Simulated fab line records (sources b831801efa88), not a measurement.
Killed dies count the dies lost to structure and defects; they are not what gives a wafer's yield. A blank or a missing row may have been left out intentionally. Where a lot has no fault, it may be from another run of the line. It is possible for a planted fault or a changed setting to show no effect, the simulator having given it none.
One fault seen from 2 desks | flow sky130 | what lay behind the numbers comes last; until then each desk has only its own

## FROM THE METROLOGY DESK
What the gauges read for every lot (on any tool): the sampled wafers with a number, averaged. A lot is out of limits, marked OUT, if its mean lies more than 4 standard deviations from the usual mean; the brackets give that distance.
Columns: A = LDD_HVN_TW at SKY_LDD_HVN_TW_MEAS_10, usual 1446; B = SPACER_CVD_00_THK at SKY_SPACER_THK_MEAS_01, usual 43.0 nm; C = RES_XHIGH_TW at SKY_RES_XHIGH_TW_MEAS_09, usual 1648; D = RES_XHIGH_RS at SKY_SD_N_RS_MEAS_18, usual 333.1 ohm/sq
lot  | first seen here | A    | B    | C               | D
L734 | day 20 02:14    | 1456 | 42.8 | 1656            | 332.8
L735 | day 21 03:37    | 1453 | 43.4 | 1655            | 332.3
L736 | day 21 06:33    | 1449 | 43.3 | 1653            | 335.0
L739 | day 22 11:10    | 1440 | 43.0 | 1700 (+6.2) OUT | 307.0 (-26) OUT
L740 | day 22 19:41    | 1448 | 42.7 | 1639            | 331.9
L741 | day 22 23:58    | 1439 | 43.8 | 1703 (+6.6) OUT | 307.9 (-25) OUT
L747 | day 25 11:43    | 1439 | 43.8 | 1633            | 332.5
L751 | day 26 13:25    | 1445 | 43.2 | 1652            | 332.1
L754 | day 28 05:28    | 1449 | 42.8 | 1648            | 332.2
L755 | day 28 23:52    | 1447 | 42.6 | 1645            | 334.3
Finding of this desk: L739, L741 out of limits, first seen on L739 at day 28 14:34 (RES_XHIGH_TW at SKY_RES_XHIGH_TW_MEAS_09). L734, L735, L736, L740, L747, L751, L754, L755: within limits.

## FOR THE TOOL OWNER'S DESK: implanter-02
For each lot that ran on this tool, the mean over its sampled wafers that have a number, from the tool's own readings at SKY_RES_XHIGH_IMPLANT_07. A lot is out of limits, marked OUT, if its mean lies more than 4 standard deviations from the usual mean; the brackets give that distance.
Columns: A = beamEnergyKeV at SKY_RES_XHIGH_IMPLANT_07, usual 20.000; B = doseIonsCm2 at SKY_RES_XHIGH_IMPLANT_07, usual 3.599e+14; C = endStationPressureTorr at SKY_RES_XHIGH_IMPLANT_07, usual 5.26e-06 Torr
lot  | first seen here | A      | B                           | C
L734 | day 26 09:50    | 20.001 | 3.599e+14                   | 5.34e-06
L735 | day 27 09:13    | 19.998 | 3.604e+14                   | 5.25e-06
L736 | day 27 11:50    | 19.996 | 3.602e+14                   | 5.21e-06
L739 | day 28 14:20    | 20.003 | 3.963e+14 (+99 or more) OUT | 5.42e-06
L741 | day 29 05:49    | 20.003 | 3.964e+14 (+99 or more) OUT | 5.32e-06
L751 | day 32 08:18    | 19.994 | 3.598e+14                   | 5.14e-06
L754 | day 34 00:34    | 19.999 | 3.597e+14                   | 5.21e-06
L755 | day 34 17:04    | 19.997 | 3.599e+14                   | 5.00e-06
This desk's finding: out of limits on L739, L741; first on L739, day 28 14:20 (doseIonsCm2 at SKY_RES_XHIGH_IMPLANT_07). L734, L735, L736, L751, L754, L755: within limits.

## TAKEN TOGETHER
The tool owner's desk could have raised an alarm at day 28 14:20, on L739, L741.
L739, L741 would have let the metrology desk raise an alarm at day 28 14:34.
All the named lots went through SKY_RES_XHIGH_IMPLANT_07 on implanter-02.

## WHAT THE SIMULATOR HAD INSERTED
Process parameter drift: implanter-02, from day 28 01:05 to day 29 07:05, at SKY_RES_XHIGH_IMPLANT_07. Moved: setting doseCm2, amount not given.
Struck lots among those shown: L739, L741.
Delay (hours) between the fault's onset and each desk's first out-of-limits reading: 13 at the tool owner's desk, 13 at the metrology desk.
